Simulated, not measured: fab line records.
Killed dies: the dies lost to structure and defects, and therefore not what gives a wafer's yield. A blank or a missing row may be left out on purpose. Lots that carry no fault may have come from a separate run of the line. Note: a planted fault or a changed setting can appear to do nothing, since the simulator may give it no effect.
Which tool did it? :: flow gf180mcu :: 13 lots, 39 wafers sampled, at 5 steps of a route of 602

## WHAT EACH GAUGE READ, for each wafer
GF_VT_IMPLANT_OVL_MEAS_29.
lot: L355
measured: day 6 23:21
on: overlay-01
VT_IMPLANT_02_OVL (nm): -2.3 -2.3 -1.4

lot: L358
measured: day 7 18:14
on: overlay-01
VT_IMPLANT_02_OVL (nm): 0.7 0.4 -0.4

lot: L360
measured: day 8 05:48
on: overlay-01
VT_IMPLANT_02_OVL (nm): 1.2 1.9 1.3

lot: L361
measured: day 8 11:16
on: overlay-01
VT_IMPLANT_02_OVL (nm): -1.9 -2.1 -2.8

lot: L366
measured: day 9 22:19
on: overlay-01
VT_IMPLANT_02_OVL (nm): -1.0 0.7 -0.7

lot: L369
measured: day 10 16:58
on: overlay-02
VT_IMPLANT_02_OVL (nm): 2.2 2.0 3.1

lot: L372
measured: day 11 13:31
on: overlay-02
VT_IMPLANT_02_OVL (nm): 0.6 -1.1 -0.6

lot: L373
measured: day 11 17:43
on: overlay-02
VT_IMPLANT_02_OVL (nm): -1.6 1.0 -1.5

lot: L374
measured: day 12 00:37
on: overlay-02
VT_IMPLANT_02_OVL (nm): 2.8 3.3 1.8

lot: L375
measured: day 12 05:28
on: overlay-02
VT_IMPLANT_02_OVL (nm): -1.2 -1.3 -1.0

lot: L376
measured: day 12 16:01
on: overlay-01
VT_IMPLANT_02_OVL (nm): -2.2 -0.3 -2.8

lot: L377
measured: day 12 21:37
on: overlay-01
VT_IMPLANT_02_OVL (nm): 1.5 0.6 2.3

lot: L378
measured: day 13 06:42
on: overlay-02
VT_IMPLANT_02_OVL (nm): 0.6 1.0 -0.1

GF_VT_IMPLANT_RS_MEAS_49: a four-point-probe measurement.
lot: L355
measured: day 7 15:55
on: film metro-03
MVPSD_RS (ohm/sq): 1172 1171 1170

lot: L358
measured: day 8 10:29
on: film metro-02
MVPSD_RS (ohm/sq): 1169 1177 1172

lot: L360
measured: day 8 23:46
on: film metro-01
MVPSD_RS (ohm/sq): 1165 1165 1166

lot: L361
measured: day 9 05:20
on: film metro-01
MVPSD_RS (ohm/sq): 1169 1168 1167

lot: L366
measured: day 10 17:07
on: film metro-01
MVPSD_RS (ohm/sq): 1168 1170 1169

lot: L369
measured: day 11 11:58
on: film metro-02
MVPSD_RS (ohm/sq): 1173 1170 1166

lot: L372
measured: day 12 09:16
on: film metro-02
MVPSD_RS (ohm/sq): 1171 1169 1171

lot: L373
measured: day 12 13:47
on: film metro-02
MVPSD_RS (ohm/sq): 1169 1171 1168

lot: L374
measured: day 12 20:49
on: film metro-02
MVPSD_RS (ohm/sq): 1171 1174 1170

lot: L375
measured: day 13 01:43
on: film metro-03
MVPSD_RS (ohm/sq): 1167 1168 1169

lot: L376
measured: day 13 12:38
on: film metro-01
MVPSD_RS (ohm/sq): 1172 1170 1168

lot: L377
measured: day 13 18:27
on: film metro-03
MVPSD_RS (ohm/sq): 1167 1166 1165

lot: L378
measured: day 14 04:44
on: film metro-02
MVPSD_RS (ohm/sq): 1164 1165 1168

GF_DUAL_GATE_OVL_MEAS_11.
lot: L355
measured: day 8 12:22
on: overlay-01
DUAL_GATE_OVL (nm): 0.5 0.1 0.5

lot: L358
measured: day 9 04:58
on: overlay-01
DUAL_GATE_OVL (nm): -0.9 0.5 -1.3

lot: L360
measured: day 9 19:43
on: overlay-02
DUAL_GATE_OVL (nm): 0.5 0.3 0.6

lot: L361
measured: day 10 00:20
on: overlay-02
DUAL_GATE_OVL (nm): 2.5 1.8 2.0

lot: L366
measured: day 11 13:02
on: overlay-02
DUAL_GATE_OVL (nm): 2.2 1.0 1.5

lot: L369
measured: day 12 09:04
on: overlay-01
DUAL_GATE_OVL (nm): 1.5 1.2 1.4

lot: L372
measured: day 13 06:59
on: overlay-02
DUAL_GATE_OVL (nm): - - -

lot: L373
measured: day 13 10:32
on: overlay-02
DUAL_GATE_OVL (nm): - - -

lot: L374
measured: day 13 19:07
on: overlay-02
DUAL_GATE_OVL (nm): -1.1 -1.5 -0.2

lot: L375
measured: day 13 22:52
on: overlay-02
DUAL_GATE_OVL (nm): 1.0 0.2 0.1

lot: L376
measured: day 14 10:17
on: overlay-02
DUAL_GATE_OVL (nm): 1.7 -0.2 1.3

lot: L377
measured: day 14 16:51
on: overlay-02
DUAL_GATE_OVL (nm): 0.2 -0.3 -1.2

lot: L378
measured: day 15 04:22
on: overlay-01
DUAL_GATE_OVL (nm): 1.3 -0.8 -1.7

## EACH LOT AND THE TOOL THAT RAN IT (in order: tool; ch and the chambers of the sampled wafers; start)
lot: L355
GF_MVPSD_STRIP_10: plasma asher-03 ch 0,1, day 5 02:32
GF_DUAL_GATE_COAT_06: litho track-01 ch 0, day 8 03:50

lot: L358
GF_MVPSD_STRIP_10: plasma asher-01 ch 0,1, day 5 19:38
GF_DUAL_GATE_COAT_06: litho track-02 ch 0, day 8 19:55

lot: L360
GF_MVPSD_STRIP_10: plasma asher-02 ch 0,1, day 6 06:52
GF_DUAL_GATE_COAT_06: litho track-02 ch 0, day 9 10:49

lot: L361
GF_MVPSD_STRIP_10: plasma asher-03 ch 0,1, day 6 12:29
GF_DUAL_GATE_COAT_06: litho track-04 ch 0, day 9 15:05

lot: L366
GF_MVPSD_STRIP_10: plasma asher-01 ch 0,1, day 7 20:05
GF_DUAL_GATE_COAT_06: litho track-04 ch 0, day 11 03:31

lot: L369
GF_MVPSD_STRIP_10: plasma asher-02 ch 0,1, day 8 12:17
GF_DUAL_GATE_COAT_06: litho track-01 ch 0, day 11 22:50

lot: L372
GF_MVPSD_STRIP_10: plasma asher-02 ch 0,1, day 9 07:04
GF_DUAL_GATE_COAT_06: litho track-02, day 12 20:58

lot: L373
GF_MVPSD_STRIP_10: plasma asher-01 ch 0,1, day 9 11:08
GF_DUAL_GATE_COAT_06: litho track-01, day 13 00:31

lot: L374
GF_MVPSD_STRIP_10: plasma asher-03 ch 0,1, day 9 17:35
GF_DUAL_GATE_COAT_06: litho track-04 ch 0, day 13 09:10

lot: L375
GF_MVPSD_STRIP_10: plasma asher-03 ch 0,1, day 9 22:44
GF_DUAL_GATE_COAT_06: litho track-01 ch 0, day 13 12:56

lot: L376
GF_MVPSD_STRIP_10: plasma asher-03 ch 0,1, day 10 07:44
GF_DUAL_GATE_COAT_06: litho track-02 ch 0, day 13 23:55

lot: L377
GF_MVPSD_STRIP_10: plasma asher-01 ch 0,1, day 10 11:44
GF_DUAL_GATE_COAT_06: litho track-02 ch 0, day 14 06:09

lot: L378
GF_MVPSD_STRIP_10: plasma asher-03 ch 0,1, day 10 20:56
GF_DUAL_GATE_COAT_06: litho track-01 ch 0, day 14 17:47
- GF_MVPSD_STRIP_10: strips in O2/N2.
- GF_DUAL_GATE_COAT_06: resist thk 1000 nm.

## AS READ BY THE TOOLS THEMSELVES (means over the sampled wafers that have a number; for cases with no such wafer, the mark the record gives instead)
GF_MVPSD_STRIP_10.
lot: L355
tool: plasma asher-03
drypump motor current A (A): 4.8
heater power w (W): 337
oes product au (a.u.): 0.722
strip time to endpoint s (s): 36.77

lot: L358
tool: plasma asher-01
drypump motor current A (A): 6.4
heater power w (W): 348
oes product au (a.u.): 0.721
strip time to endpoint s (s): 36.88

lot: L360
tool: plasma asher-02
drypump motor current A (A): 6.3
heater power w (W): 332
oes product au (a.u.): 0.723
strip time to endpoint s (s): 36.95

lot: L361
tool: plasma asher-03
drypump motor current A (A): 5.0
heater power w (W): 305
oes product au (a.u.): 0.720
strip time to endpoint s (s): 36.93

lot: L366
tool: plasma asher-01
drypump motor current A (A): 6.5
heater power w (W): 302
oes product au (a.u.): 0.726
strip time to endpoint s (s): 36.74

lot: L369
tool: plasma asher-02
drypump motor current A (A): 6.3
heater power w (W): 328
oes product au (a.u.): 0.720
strip time to endpoint s (s): 36.82

lot: L372
tool: plasma asher-02
drypump motor current A (A): 6.3
heater power w (W): 329
oes product au (a.u.): 0.725
strip time to endpoint s (s): 37.02

lot: L373
tool: plasma asher-01
drypump motor current A (A): 6.5
heater power w (W): 314
oes product au (a.u.): 0.726
strip time to endpoint s (s): 36.94

lot: L374
tool: plasma asher-03
drypump motor current A (A): 5.0
heater power w (W): 313
oes product au (a.u.): 0.726
strip time to endpoint s (s): 36.96

lot: L375
tool: plasma asher-03
drypump motor current A (A): 5.0
heater power w (W): 307
oes product au (a.u.): 0.718
strip time to endpoint s (s): 36.86

lot: L376
tool: plasma asher-03
drypump motor current A (A): 5.0
heater power w (W): 309
oes product au (a.u.): 0.721
strip time to endpoint s (s): 36.98

lot: L377
tool: plasma asher-01
drypump motor current A (A): 6.3
heater power w (W): 341
oes product au (a.u.): 0.722
strip time to endpoint s (s): 36.95

lot: L378
tool: plasma asher-03
drypump motor current A (A): 4.8
heater power w (W): 341
oes product au (a.u.): 0.725
strip time to endpoint s (s): 36.99

GF_DUAL_GATE_COAT_06.
lot: L355
tool: litho track-01
chill plate temp C (C): 22.92
dispense pressure kPa (kPa): 52
spin speed rpm (rpm): 3000.0

lot: L358
tool: litho track-02
chill plate temp C (C): 22.84
dispense pressure kPa (kPa): 45
spin speed rpm (rpm): 2999.9

lot: L360
tool: litho track-02
chill plate temp C (C): 22.97
dispense pressure kPa (kPa): 45
spin speed rpm (rpm): 3001.0

lot: L361
tool: litho track-04
chill plate temp C (C): 23.13
dispense pressure kPa (kPa): 53
spin speed rpm (rpm): 2999.3

lot: L366
tool: litho track-04
chill plate temp C (C): 23.20
dispense pressure kPa (kPa): 53
spin speed rpm (rpm): 3000.8

lot: L369
tool: litho track-01
chill plate temp C (C): 23.02
dispense pressure kPa (kPa): 52
spin speed rpm (rpm): 3001.7

lot: L372
tool: litho track-02
chill plate temp C (C): -
dispense pressure kPa (kPa): -
spin speed rpm (rpm): -

lot: L373
tool: litho track-01
chill plate temp C (C): -
dispense pressure kPa (kPa): -
spin speed rpm (rpm): -

lot: L374
tool: litho track-04
chill plate temp C (C): 22.98
dispense pressure kPa (kPa): 53
spin speed rpm (rpm): 3001.7

lot: L375
tool: litho track-01
chill plate temp C (C): 23.05
dispense pressure kPa (kPa): 52
spin speed rpm (rpm): 3001.4

lot: L376
tool: litho track-02
chill plate temp C (C): 23.12
dispense pressure kPa (kPa): 45
spin speed rpm (rpm): 2998.5

lot: L377
tool: litho track-02
chill plate temp C (C): 22.98
dispense pressure kPa (kPa): 45
spin speed rpm (rpm): 3003.2

lot: L378
tool: litho track-01
chill plate temp C (C): 23.08
dispense pressure kPa (kPa): 52
spin speed rpm (rpm): 3000.4

## THE ANSWER, worked out from the rows above alone
Rule: the lots themselves supply what counts as usual. The widest of any qualifying gaps counts: lots, ordered by their means at a reading, are off when they make up no more than a third of the lots, leave a main group of 4 or more, and stand apart from it by 3 or more times the standard deviation of that group's means. Not used: any main group whose means are identical at the precision the tables above print for the reading. Also off: a lot with no number at a reading for which 4 or more lots have one. All remaining lots with rows at the step are treated as sound. First the gauges in route order, then the tools' own readings, where a lot's mean is used as printed above. At the first step where some lot is off, the reading lying furthest off is the one used; lots without a number count as furthest.
Off: L372, L373, seen at GF_DUAL_GATE_OVL_MEAS_11 (DUAL_GATE_OVL). Without a number there: L372, L373. For the main group the mean is 0.4 nm and the standard deviation 0.93.
A tool fits if, at a process step before that reading, it ran every lot that is off, and no sound lot after the first of them. Not tried: the gauges at GF_DUAL_GATE_OVL_MEAS_11; whatever is off there is also off at GF_DUAL_GATE_COAT_06, on other tools, and gauge error can't account for it. Not one of the candidates tried fits.

## WHAT THE SIMULATOR HAD PUT IN
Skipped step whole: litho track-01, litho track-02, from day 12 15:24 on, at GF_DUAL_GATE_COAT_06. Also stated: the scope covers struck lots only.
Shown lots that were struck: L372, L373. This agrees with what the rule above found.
